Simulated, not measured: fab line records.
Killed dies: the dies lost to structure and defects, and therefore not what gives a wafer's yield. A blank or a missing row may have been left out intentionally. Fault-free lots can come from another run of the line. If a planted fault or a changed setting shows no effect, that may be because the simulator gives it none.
A single fault, viewed from 2 desks :: flow sky130 :: what lay behind the numbers comes last; until then each desk has only its own

== FOR THE TOOL OWNER'S DESK: pecvd-01 ==
The tool's own readings at SKY_CAPM_CVD_00 (deposits SiO2, target thk 15.5 nm): means of the sampled wafers that have a number, for each lot that ran on this tool. Any lot whose mean is over 4 standard deviations away from the usual mean is out of limits and marked OUT; that distance is given in the brackets.
Columns: A = heater-power-w at SKY_CAPM_CVD_00, usual 704 W
lot: L510
first seen here: day 37 03:14
A: 700

lot: L511
first seen here: day 37 09:36
A: 668

lot: L528
first seen here: day 42 12:35
A: 643

lot: L529
first seen here: day 42 17:15
A: 595
This desk found nothing out of limits on any of the 4 lots.

== THE METROLOGY DESK ==
What the gauges read for every lot (on any tool): the sampled wafers with a number, averaged. Any lot whose mean is over 4 standard deviations away from the usual mean is out of limits and marked OUT; that distance is given in the brackets.
Columns: A = CAPM_CVD_00_THK at SKY_CAPM_THK_MEAS_01, usual 15.44 nm
lot: L508
first seen here: day 36 16:31
A: 15.36

lot: L510
first seen here: day 37 03:16
A: 15.24

lot: L511
first seen here: day 37 09:38
A: 15.74

lot: L513
first seen here: day 38 04:31
A: 15.53

lot: L515
first seen here: day 38 17:37
A: 15.42

lot: L516
first seen here: day 38 22:21
A: 15.31

lot: L524
first seen here: day 41 08:01
A: 15.48

lot: L527
first seen here: day 42 01:16
A: 15.39

lot: L528
first seen here: day 42 12:37
A: 23.98 (+41) OUT

lot: L529
first seen here: day 42 17:17
A: 23.83 (+40) OUT

lot: L530
first seen here: day 42 17:56
A: 15.29
This desk's finding: out of limits on L528, L529; first on L528, day 42 12:37 (CAPM_CVD_00_THK at SKY_CAPM_THK_MEAS_01). Within limits: L508, L510, L511, L513, L515, L516, L524, L527, L530.

== ALL TOGETHER ==
An alarm was possible from the metrology desk at day 42 12:37, on L528, L529.
Nothing out of limits was seen by the tool owner's desk.
Tool owner's desk: L528, L529 on record, inside its limits.
SKY_CAPM_CVD_00 was run on pecvd-01 by each of the lots named.

== WHAT THE SIMULATOR PUT IN ==
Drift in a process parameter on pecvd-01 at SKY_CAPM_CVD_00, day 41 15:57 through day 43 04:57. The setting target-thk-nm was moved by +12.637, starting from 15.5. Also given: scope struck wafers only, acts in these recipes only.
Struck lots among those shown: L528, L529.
Delay in hours, fault start to first out-of-limits reading, per desk: metrology desk 21.
